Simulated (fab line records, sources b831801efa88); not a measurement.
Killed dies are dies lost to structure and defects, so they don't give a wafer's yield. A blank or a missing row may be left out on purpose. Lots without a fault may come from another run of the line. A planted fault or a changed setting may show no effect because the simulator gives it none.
Chamber matching | flow sky130 | SKY_CAP2M_CVD_00 on pecvd-03: 3 sister chambers
The step deposits SiO2, target thk 15.5 nm. 3 wafers are shown with their chamber, then 7 later ones without.

WAFERS WITH THEIR CHAMBER
wafer  | chamber | heater_power_w (W)
L416.5 | 2       | 712
L420.3 | 1       | 722
L420.4 | 0       | 885

WAFERS WITHOUT THEIR CHAMBER
wafer  | heater_power_w (W)
L420.6 | 713
L426.2 | 675
L426.5 | 703
L426.6 | 844
L429.2 | 740
L429.5 | 677
L429.6 | 759

WHICH CHAMBER EACH WENT THROUGH
wafer  | from the rows above     | in truth
L420.6 | can't be placed: 2 or 1 | 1
L426.2 | can't be placed: 2 or 1 | 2
L426.5 | can't be placed: 2 or 1 | 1
L426.6 | 0                       | 0
L429.2 | can't be placed: 1 or 2 | 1
L429.5 | can't be placed: 2 or 1 | 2
L429.6 | can't be placed: 1 or 2 | 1
Placed correctly: 1 of 7. Can't be placed from these rows: 6 (the true chamber is among the candidates in 6). Placed wrongly: 0.
How it was worked out, from the rows above alone: a wafer's distance from a chamber is the root of the sum, over the readings, of the square of ((its reading less the chamber's mean) divided by the reading's scatter). The wafer belongs to the nearest chamber; if the next one is less than 2 further off, it can't be placed. A chamber's mean is the mean of its shown wafers. The scatter: with one shown wafer a chamber, the root of the mean of the squares of how far each hidden wafer lies from its nearest shown one.
